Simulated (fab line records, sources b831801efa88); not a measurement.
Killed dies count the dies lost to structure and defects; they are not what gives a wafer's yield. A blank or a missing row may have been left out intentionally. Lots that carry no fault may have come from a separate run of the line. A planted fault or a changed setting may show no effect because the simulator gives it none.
Chamber matching -- flow sky130 -- rie si-01 running SKY_POLY_GATE_ETCH_17: 4 sister chambers
The step etches poly-Si in HBr/Cl2, stops on SiO2, target depth 180 nm, time 70.5 s. 20 wafers are shown with their chamber, then 10 later ones without.

## WAFERS PAIRED WITH THEIR CHAMBERS
wafer,chamber,drypump motor current A (A),oes product au (a.u.),throttle valve pct (%)
L074.1,2,5.8,0.987,33.667
L074.4,1,5.9,0.987,33.680
L074.6,1,5.9,0.978,33.689
L077.2,1,5.9,1.003,33.668
L077.3,0,5.1,0.986,33.690
L077.5,1,5.9,1.006,33.681
L078.2,1,5.9,0.980,33.673
L078.4,2,5.8,0.970,33.695
L078.5,1,5.9,0.983,33.678
L085.2,1,5.9,1.001,33.667
L085.4,0,5.1,0.994,33.703
L085.6,3,5.9,0.986,33.684
L087.3,3,6.0,0.976,33.686
L087.4,3,6.0,0.979,33.692
L087.5,0,5.1,0.992,33.683
L089.1,0,5.1,0.991,33.695
L089.3,3,5.9,0.985,33.681
L089.5,2,5.8,0.985,33.681
L090.2,2,5.7,0.977,33.679
L090.3,0,5.1,0.993,33.683

SIGNATURES (averages over the wafers above)
reading,chamber 0,chamber 1,chamber 2,chamber 3,scatter within a chamber
drypump motor current A,5.100,5.900,5.775,5.950,0.0331
oes product au,0.99120,0.99114,0.97975,0.98150,0.0084
throttle valve pct,33.69080,33.67657,33.68050,33.68575,0.00835
Rule: distance of a wafer from a chamber = root of the sum over the readings of ((wafer's reading minus chamber's mean) / reading's scatter) squared. The wafer belongs to the nearest chamber; if the next one is less than 2 further off, it can't be placed. The scatter: take each reading less its chamber's mean, square it, sum over the shown wafers, divide by the number of wafers less the number of chambers, and take the root.

## WAFERS WITHOUT THEIR CHAMBER
wafer,drypump motor current A (A),oes product au (a.u.),throttle valve pct (%)
L090.5,5.7,0.988,33.684
L093.4,5.9,1.001,33.687
L093.5,5.9,1.000,33.687
L093.6,5.1,0.988,33.696
L095.1,6.0,0.996,33.687
L095.2,5.8,0.991,33.672
L095.3,5.1,0.989,33.695
L095.4,5.9,0.992,33.691
L095.5,6.0,0.990,33.680
L095.6,5.8,0.988,33.696

## CHAMBER TAKEN BY EACH
wafer,from the rows above,in truth
L090.5,2,2
L093.4,can't be placed: 1 or 3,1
L093.5,can't be placed: 1 or 3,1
L093.6,0,0
L095.1,can't be placed: 3 or 1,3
L095.2,can't be placed: 2 or 1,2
L095.3,0,0
L095.4,can't be placed: 1 or 3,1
L095.5,can't be placed: 3 or 1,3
L095.6,can't be placed: 2 or 1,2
3 of 10 placed correctly. Not placeable from these rows: 7 (in 7, the candidates include the true chamber). Number placed wrongly: 0.
